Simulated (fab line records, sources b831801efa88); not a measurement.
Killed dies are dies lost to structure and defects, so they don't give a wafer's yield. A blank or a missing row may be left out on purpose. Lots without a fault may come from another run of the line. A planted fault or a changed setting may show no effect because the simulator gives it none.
Which tool did it? | flow sky130 | 13 lots, 39 wafers sampled, at 2 steps of a route of 708

WHAT THE GAUGES READ, wafer by wafer
SKY_LI_CONTACT_OVL_MEAS_13.
lot  | measured     | on         | LI_CONTACT_OVL (nm)
L262 | day 30 07:04 | overlay-02 | 9 5 -3
L261 | day 30 05:12 | overlay-02 | 1 2 2
L264 | day 30 08:03 | overlay-01 | -8 -2 -12
L265 | day 32 07:32 | overlay-02 | 7 -2 -2
L267 | day 32 09:53 | overlay-02 | 0 7 3
L266 | day 32 09:29 | overlay-02 | 2 4 -11
L268 | day 32 11:02 | overlay-02 | 10 9 12
L269 | day 32 11:38 | overlay-02 | 3 -1 3
L270 | day 32 20:37 | overlay-02 | 9 5 7
L272 | day 32 21:02 | overlay-02 | 5 4 6
L274 | day 33 09:59 | overlay-01 | 9 4 7
L280 | day 35 17:41 | overlay-01 | 2 -2 -7
L284 | day 36 16:17 | overlay-02 | 0 -1 -4

WHICH TOOL RAN EACH LOT (tool, then ch and the chambers of the sampled wafers, then the start)
lot  | SKY_GATE_OXIDE_EXPOSE_07
L262 | iline_stepper-02 ch 0, day 14 06:17
L261 | iline_stepper-02 ch 0, day 14 06:34
L264 | iline_stepper-02 ch 0, day 14 06:58
L265 | iline_stepper-01 ch 0, day 16 05:04
L267 | iline_stepper-02 ch 0, day 16 06:38
L266 | iline_stepper-01 ch 0, day 16 06:53
L268 | iline_stepper-01 ch 0, day 16 09:21
L269 | iline_stepper-02 ch 0, day 16 09:40
L270 | iline_stepper-02 ch 0, day 16 16:38
L272 | iline_stepper-01 ch 0, day 16 23:01
L274 | iline_stepper-01 ch 0, day 17 15:50
L280 | iline_stepper-02 ch 0, day 20 04:56
L284 | iline_stepper-01 ch 0, day 21 08:16
- SKY_GATE_OXIDE_EXPOSE_07: exposes mask LVOM, target cd 600 nm.

WHAT THE TOOLS THEMSELVES READ (means of the sampled wafers that have a number; where no wafer has one, the mark that the record gives instead)
SKY_GATE_OXIDE_EXPOSE_07.
lot  | tool             | reticle_temp_C (C)
L262 | iline_stepper-02 | 23.07
L261 | iline_stepper-02 | 23.16
L264 | iline_stepper-02 | 23.09
L265 | iline_stepper-01 | 23.08
L267 | iline_stepper-02 | 22.81
L266 | iline_stepper-01 | 22.92
L268 | iline_stepper-01 | 23.02
L269 | iline_stepper-02 | 22.91
L270 | iline_stepper-02 | 23.04
L272 | iline_stepper-01 | 23.10
L274 | iline_stepper-01 | 22.86
L280 | iline_stepper-02 | 22.95
L284 | iline_stepper-01 | 22.99

THE ANSWER, worked out from the rows above alone
Rule: what is usual is taken from the lots themselves. Put in order of their means at a reading, lots are off if they are a third of the lots or fewer, leave a main group of 4 or more, and stand apart from it by a gap of 3 or more times the standard deviation of the main group's means; of several such gaps the widest counts. A main group whose means are all the same, to the digits that the tables above print for the reading, isn't used. A lot without any number at a reading at which 4 lots or more have one is off too. The other lots that the step has rows for count as sound. The gauges are gone through in route order, then the tools' own readings, and for those a lot's mean is taken as printed above. The first step at which some lot is off is used, and at that step the reading that is off furthest; a lot without a number counts as furthest.
No lot is off at any reading shown: from this, nothing can be told.

WHAT THE SIMULATOR HAD PUT IN
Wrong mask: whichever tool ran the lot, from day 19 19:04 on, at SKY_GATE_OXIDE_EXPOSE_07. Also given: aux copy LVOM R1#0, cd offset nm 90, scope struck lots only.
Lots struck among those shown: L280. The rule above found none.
